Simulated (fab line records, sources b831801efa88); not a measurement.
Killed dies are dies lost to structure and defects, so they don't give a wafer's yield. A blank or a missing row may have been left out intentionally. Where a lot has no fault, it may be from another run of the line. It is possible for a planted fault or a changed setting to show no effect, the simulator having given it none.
Chamber matching / flow sky130 / SKY_CONTACT_CMP_04 on cmp-02 has 4 sister chambers
The step polishes SiO2. 8 wafers are shown with their chamber, then 9 later ones without.

WAFERS PAIRED WITH THEIR CHAMBERS
wafer=L609.4; chamber=1; motor current A (A)=10.2; time to endpoint s (s)=88
wafer=L614.5; chamber=2; motor current A (A)=12.8; time to endpoint s (s)=82
wafer=L614.6; chamber=3; motor current A (A)=11.1; time to endpoint s (s)=84
wafer=L616.5; chamber=3; motor current A (A)=10.8; time to endpoint s (s)=82
wafer=L616.6; chamber=2; motor current A (A)=12.0; time to endpoint s (s)=81
wafer=L623.4; chamber=0; motor current A (A)=12.4; time to endpoint s (s)=79
wafer=L623.5; chamber=0; motor current A (A)=12.2; time to endpoint s (s)=81
wafer=L623.6; chamber=1; motor current A (A)=10.7; time to endpoint s (s)=82

WAFERS WITHOUT THEIR CHAMBER
wafer=L624.1; motor current A (A)=12.3; time to endpoint s (s)=80
wafer=L624.3; motor current A (A)=10.4; time to endpoint s (s)=87
wafer=L624.4; motor current A (A)=12.5; time to endpoint s (s)=83
wafer=L625.1; motor current A (A)=12.3; time to endpoint s (s)=76
wafer=L625.2; motor current A (A)=11.0; time to endpoint s (s)=73
wafer=L625.4; motor current A (A)=12.3; time to endpoint s (s)=78
wafer=L627.3; motor current A (A)=10.5; time to endpoint s (s)=93
wafer=L627.5; motor current A (A)=12.6; time to endpoint s (s)=87
wafer=L627.6; motor current A (A)=10.4; time to endpoint s (s)=87

WHICH CHAMBER EACH WENT THROUGH
wafer=L624.1; from the rows above=can't be placed: 0 or 2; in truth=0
wafer=L624.3; from the rows above=can't be placed: 1 or 3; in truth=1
wafer=L624.4; from the rows above=can't be placed: 2 or 0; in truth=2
wafer=L625.1; from the rows above=can't be placed: 0 or 2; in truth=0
wafer=L625.2; from the rows above=can't be placed: 3 or 0 or 1 or 2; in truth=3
wafer=L625.4; from the rows above=can't be placed: 0 or 2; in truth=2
wafer=L627.3; from the rows above=can't be placed: 1 or 3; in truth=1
wafer=L627.5; from the rows above=can't be placed: 2 or 0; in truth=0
wafer=L627.6; from the rows above=can't be placed: 1 or 3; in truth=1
0 of 9 placed correctly. Unplaceable from these rows: 9, with the true chamber sitting among the candidates in 9. 0 placed wrongly.
How it was worked out, from the rows above alone: a wafer's distance from a chamber is the root of the sum, over the readings, of the square of ((its reading less the chamber's mean) divided by the reading's scatter). If the next closest chamber is less than 2 further off than the closest, the wafer can't be placed; otherwise it belongs to the closest. A chamber's mean is the mean of its shown wafers. The scatter is the square root of a quotient: the sum, over the shown wafers, of each reading's squared deviation from its chamber's mean, divided by wafers minus chambers.
